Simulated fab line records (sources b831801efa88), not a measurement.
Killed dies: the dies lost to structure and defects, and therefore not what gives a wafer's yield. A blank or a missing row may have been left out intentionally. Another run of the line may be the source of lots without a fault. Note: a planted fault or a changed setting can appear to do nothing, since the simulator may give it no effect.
A lot that was struck, set against a sound lot :: flow sky130 :: 14 out of 708 route steps
Sound: these wafers, L962.1, L962.4, L962.6. Wafers struck: L956.1, L956.3, L956.5. At the end, the cause is stated.
Order at every step that has rows: each side's tool, ch and its chambers, its first start. Under that, the readings that differ: sound wafers :: struck wafers :: difference of the means :: sigmas: that difference in standard deviations of wafers without a fault.
alike: words and numbers the same on both sides, and readings whose means are apart by under 2 such deviations; not compared: readings that were withheld, readings missing a value for some wafer, numbers with overlapping values and no deviation given by the record, and bounds like >300 which may hide the same value.
The two part at a step that has a row with sigmas, a row that says differs or no value, or rows on one side only. Numbers that don't overlap but have no deviation are shown without sigmas and don't part them. A reading missing from all wafers of one side parts the sides only when that side holds two or more wafers.

first, 2 steps without rows for these wafers: SKY_LDD_LDN_PEB_05; SKY_LDD_LDN_DEVELOP_06 (develop time 60 s).
SKY_LDD_LDN_OVL_MEAS_07:
  sound on overlay-01, day 29 14:56; struck on overlay-01, day 27 21:53
  alike: LDD_LDN_OVL
then, 4 steps without rows for these wafers: SKY_LDD_LDN_IMPLANT_08; SKY_LDD_LDN_IMPLANT_09; SKY_LDD_LDN_IMPLANT_10; SKY_LDD_LDN_IMPLANT_11.
SKY_LDD_LDN_STRIP_12: strips in O2/N2.
  sound on plasma asher-04 ch 0,1, day 29 15:35; struck on plasma asher-01 ch 0,1, day 27 22:31
reading: strip time to endpoint s (s)
sound: 14.09 14.14 14.08
struck: 14.23 14.21 14.19
difference: +0.11
sigmas: +3
  alike: chamber pressure mTorr, drypump motor current A, oes product au
  not compared: rf hours counter h
SKY_LDD_LDN_TW_MEAS_13:
  sound on film metro-02, day 29 15:41; struck on film metro-02, day 27 22:37
  alike: LDD_LDN_TW
then, 2 steps without rows for these wafers: SKY_LDD_LDN_CLEAN_14 (cleans in SC1/SC2, time 150 s); SKY_SPACER_CVD_00 (deposits Si3N4 from DCS/NH3, target thk 43.1 nm, time 740 s).
SKY_SPACER_THK_MEAS_01:
  sound on film metro-04, day 29 16:59; struck on film metro-04, day 27 23:56
  alike: SPACER_CVD_00_THK
SKY_SPACER_ETCHBACK_02: etches Si3N4 in CH3F/O2, stops on SiO2, time 46.7 s, target depth 45 nm.
  sound on rie diel-01 ch 0,1,3, day 29 17:03; struck on rie diel-01 ch 0,2,3, day 28 00:00
  no value came back on the struck wafers for any of 7 readings (O2_flow_sccm (sccm), bias w (W) and others); on the sound wafers O2_flow_sccm (sccm) reads 29.95 29.97 30.03
  not compared: rf hours counter h
-- the record jumps here: 21 days lie between the struck wafers' starts before and after (it left off in module SPACER and takes up again in module PAD_OPEN, whose first step shown is number 708 of the route) --
SKY_PAD_OPEN_PROBE_99:
  sound on prober-01, day 50 04:06; struck on prober-01, day 49 02:10
reading: killed at front end
sound: 12 23 17
struck: 434 426 424
difference: +411
sigmas: +91

reading: killed dies
sound: 79 82 86
struck: 492 492 492
difference: +410
sigmas: +43

reading: killed on rim
sound: 14 16 15
struck: 96 96 96
difference: +81
sigmas: +21
  alike: killed_at_M0_to_M3, killed_at_M4_up, killed at contacts, killed at other, killed open, killed short

== WHERE THEY PART ==
At SKY_LDD_LDN_STRIP_12 first; at SKY_PAD_OPEN_PROBE_99 last (within this record only).

WHY: what the simulator had put in
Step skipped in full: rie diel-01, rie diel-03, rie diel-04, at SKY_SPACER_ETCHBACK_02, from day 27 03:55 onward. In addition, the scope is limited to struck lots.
